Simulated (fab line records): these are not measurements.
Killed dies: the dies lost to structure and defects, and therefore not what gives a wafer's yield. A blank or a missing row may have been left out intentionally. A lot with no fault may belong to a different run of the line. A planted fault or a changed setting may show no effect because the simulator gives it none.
The tool behind it: which one? :: flow gf180mcu :: 18 wafers from 6 lots sampled at 2 of the route's 602 steps

WHAT EACH GAUGE READ, for each wafer
GF_MVSD_TW_MEAS_11.
lot: L399
measured: day 5 05:07
on: film-metro-02
MVSD_TW: 1574 1571 1590

lot: L401
measured: day 5 15:45
on: film-metro-04
MVSD_TW: 1587 1583 1579

lot: L403
measured: day 6 05:11
on: film-metro-04
MVSD_TW: 1578 1582 1575

lot: L411
measured: day 8 02:18
on: film-metro-03
MVSD_TW: 1695 1705 1708

lot: L417
measured: day 9 14:38
on: film-metro-04
MVSD_TW: 1566 1570 1567

lot: L419
measured: day 10 00:04
on: film-metro-02
MVSD_TW: 1577 1588 1582

EACH LOT AND THE TOOL THAT RAN IT (in order: tool; ch and the chambers of the sampled wafers; start)
lot: L399
GF_MVSD_IMPLANT_08: implanter-02 ch 0, day 5 04:44

lot: L401
GF_MVSD_IMPLANT_08: implanter-01 ch 0, day 5 15:21

lot: L403
GF_MVSD_IMPLANT_08: implanter-01 ch 0, day 6 04:47

lot: L411
GF_MVSD_IMPLANT_08: implanter-04 ch 0, day 8 01:55

lot: L417
GF_MVSD_IMPLANT_08: implanter-02 ch 0, day 9 14:14

lot: L419
GF_MVSD_IMPLANT_08: implanter-02 ch 0, day 9 23:41
- GF_MVSD_IMPLANT_08

THE ANSWER, worked out from the rows above alone
Rule: the lots themselves supply what counts as usual. Put in order of their means at a reading, lots are off if they are a third of the lots or fewer, leave a main group of 4 or more, and stand apart from it by a gap of 3 or more times the standard deviation of the main group's means; of several such gaps the widest counts. Not used: any main group whose means are identical at the precision the tables above print for the reading. A lot without any number at a reading at which 4 lots or more have one is off too. Where the step has rows for the other lots, those lots are counted as sound.
Off: at GF_MVSD_TW_MEAS_11 (MVSD_TW), L411. The main group has a mean of 1578 with a standard deviation of 5.5.
A tool fits if, at a process step before that reading, it ran every lot that is off, and no sound lot after the first of them. Gauges at GF_MVSD_TW_MEAS_11: tried the same way as those tools. Undecided on this evidence; 2 tools fit (implanter-04 at GF_MVSD_IMPLANT_08, film-metro-03 at GF_MVSD_TW_MEAS_11).

WHAT THE SIMULATOR HAD INSERTED
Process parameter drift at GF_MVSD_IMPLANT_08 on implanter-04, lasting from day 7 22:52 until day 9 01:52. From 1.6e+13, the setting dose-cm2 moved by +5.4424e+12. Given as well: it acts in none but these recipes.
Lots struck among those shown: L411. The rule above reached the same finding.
